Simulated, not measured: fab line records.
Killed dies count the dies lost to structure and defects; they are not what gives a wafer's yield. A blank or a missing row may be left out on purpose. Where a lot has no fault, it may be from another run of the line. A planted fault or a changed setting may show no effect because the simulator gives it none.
Comparing a struck lot with a sound one ; flow sfq_line ; 13 steps out of a route of 325
Sound: these wafers, L388.1, L388.3, L388.5. Wafers L377.1, L377.3, L377.6 were the ones struck. Last of all comes the cause.
Each step with rows lists, per side, the tool, then ch with its chambers, then its first start. Under that, the readings that differ: sound wafers ; struck wafers ; difference of the means ; sigmas: that difference in standard deviations of wafers without a fault.
alike: readings whose means differ by less than 2 such deviations, and words and numbers that are the same on both sides. not compared: withheld readings, readings that some wafer has no value for, bounds like >300 that may hide the same value, and numbers for which the record gives no deviation and whose values overlap.
A row with sigmas, a row that says differs or no value, or rows on one side alone: a step with any of these is where the two part. When numbers do not overlap yet have no deviation, they are printed without sigmas and do not part them. A reading that every wafer of one side lacks parts them only if that side has two wafers or more.

SFQ_I0_OVL_MEAS_908:
  sound: overlay-01 at day 24 15:01; struck: overlay-02 at day 20 16:55
  alike: I0_OVL
SFQ_TRILAYER_I0_VIA_BARC_OPEN_VIA_ETCH_046: etches BARC in O2, target depth 125 nm, time 41.7 s.
  sound on rie_diel-01 ch 1,2,3, day 24 15:02; struck on rie_diel-04 ch 0,2,3, day 20 16:56
  alike: drypump_motor_current_A, oes_product_au
  not compared: rf_hours_counter_h
SFQ_TRILAYER_I0_VIA_ETCH_VIA_ETCH_034: etches SiO2 in CHF3, stops on Nb, target depth 260 nm.
  sound on rie_diel-01 ch 1,2,3, day 24 15:05; struck on rie_diel-04 ch 0,2,3, day 20 16:59
  alike: drypump_motor_current_A, oes_product_au
SFQ_TRILAYER_I0_VIA_STRIP_STRIP_035: strips in O2.
  sound on rie_metal-01 ch 0,1, day 24 15:12; struck on rie_metal-04 ch 0,1, day 20 17:06
  alike: drypump_motor_current_A, oes_product_au
  not compared: rf_hours_counter_h
then, 2 steps without rows for these wafers: SFQ_TRILAYER_I0_VIA_STRIP_SOLV_CLEAN_036 (cleans in NMP, time 600 s); SFQ_TRILAYER_M1_DEP_PRE_CLEAN_038 (time 22.5 s).
SFQ_TRILAYER_M1_DEP_SPUTTER_037: material Nb, target thk 200 nm, time 133.3 s.
  sound: pvd_sputter-05 at day 24 16:00; struck: pvd_sputter-05 at day 20 17:54
  alike: throttle_valve_pct
SFQ_M1_RS_MEAS_909: measurement is done with a four-point probe.
  sound: film_metro-03 at day 24 16:05; struck: film_metro-02 at day 20 17:59
  alike: M1_NB_RS
then, 3 steps without rows for these wafers: SFQ_TRILAYER_M1_LITHO_COAT_044 (resist thk 62 nm); SFQ_TRILAYER_M1_LITHO_COAT_039 (resist thk 600 nm); SFQ_TRILAYER_M1_LITHO_SOFTBAKE_043.
-- the record jumps here: 7 days lie between the struck wafers' starts before and after --
SFQ_TRILAYER_M1_LITHO_EXPOSE_040: exposes mask M1, target cd 500 nm.
  sound on krf_scanner-01 ch 0, day 31 05:28; struck on krf_scanner-01, day 27 10:28
  no value came back on the struck wafers for exposure_dose_mJ_cm2, focus_offset_nm (nm), na; on the sound wafers exposure_dose_mJ_cm2 reads 14.408 14.401 14.419
  alike: mask
then, 1 step without rows for these wafers: SFQ_TRILAYER_M1_LITHO_PEB_042 (peb time 60 s).

## WHERE THEY PART
SFQ_TRILAYER_M1_LITHO_EXPOSE_040 only, going by this record.

WHY: the cause the simulator had injected
Entire step skipped (krf_scanner-01, SFQ_TRILAYER_M1_LITHO_EXPOSE_040), from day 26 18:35 onward. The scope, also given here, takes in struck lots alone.
